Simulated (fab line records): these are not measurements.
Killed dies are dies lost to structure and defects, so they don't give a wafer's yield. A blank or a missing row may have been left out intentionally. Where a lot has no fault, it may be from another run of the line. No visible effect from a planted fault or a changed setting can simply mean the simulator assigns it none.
One fault through the eyes of 2 desks | flow sky130 | each desk has only its own numbers; what lay behind them comes last

== AT THE TOOL OWNER'S DESK: rie-diel-04 ==
The tool's own readings at SKY_POLY_GATE_ETCH_15 (etches BARC in N2/H2, stops on SiO2, time 118.5 s, target depth 110 nm): means of the sampled wafers that have a number, for each lot that ran on this tool. Any lot whose mean is over 4 standard deviations away from the usual mean is out of limits and marked OUT; that distance is given in the brackets.
Columns: A = bias-w at SKY_POLY_GATE_ETCH_15, usual 100.00 W; B = drypump-motor-current-A at SKY_POLY_GATE_ETCH_15, usual 5.7 A; C = oes-product-au at SKY_POLY_GATE_ETCH_15, usual 0.717 a.u.; D = throttle-valve-pct at SKY_POLY_GATE_ETCH_15, usual 13.212 %
lot  | first seen here | A                | B   | C     | D
L900 | day 19 05:38    | 100.12           | 5.3 | 0.719 | 13.225
L910 | day 23 08:20    | 107.87 (+27) OUT | 5.4 | 0.721 | 13.214
L909 | day 23 13:02    | 108.00 (+28) OUT | 5.5 | 0.718 | 13.221
This desk's verdict: out of limits on L909, L910, starting with L910 at day 23 08:20 (bias-w at SKY_POLY_GATE_ETCH_15). In limits: L900.

== FROM THE METROLOGY DESK ==
What the gauges read, lot by lot, whatever tool the lot ran on: means of the sampled wafers that have a number. Any lot whose mean is over 4 standard deviations away from the usual mean is out of limits and marked OUT; that distance is given in the brackets.
Columns: A = POLY_GATE_CVD_03_THK at SKY_POLY_GATE_THK_MEAS_04, usual 75.3 nm; B = cd-nm at SKY_POLY_GATE_CD_MEAS_13, usual 150.1 nm; C = POLY_GATE_OVL at SKY_POLY_GATE_OVL_MEAS_14, usual 0 nm
lot  | first seen here | A    | B     | C
L897 | day 16 22:02    | 75.2 | 148.5 | -4
L900 | day 17 23:05    | 75.3 | 150.1 | -2
L910 | day 22 01:22    | 75.7 | 150.2 | -5
L909 | day 22 06:34    | 75.8 | 149.8 | 7
L912 | day 22 19:10    | 75.3 | 150.9 | -10
L915 | day 23 10:42    | 75.5 | 149.9 | 2
This desk found nothing out of limits on any of the 6 lots.

== BROUGHT TOGETHER ==
The tool owner's desk had the chance to raise an alarm at day 23 08:20 on L909, L910.
At the metrology desk, nothing out of limits was observed.
The metrology desk has L909, L910 on record, within its limits.
Of the lots named, all ran SKY_POLY_GATE_ETCH_15 on rie-diel-04.

== WHAT THE SIMULATOR HAD INSERTED ==
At SKY_POLY_GATE_ETCH_15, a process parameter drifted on rie-diel-04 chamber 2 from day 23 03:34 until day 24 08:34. A move of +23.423 in setting bias-w, from 100. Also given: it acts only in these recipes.
Lots struck among those shown: L909, L910.
Delay in hours, fault start to first out-of-limits reading, by desk: the tool owner's desk at 5.
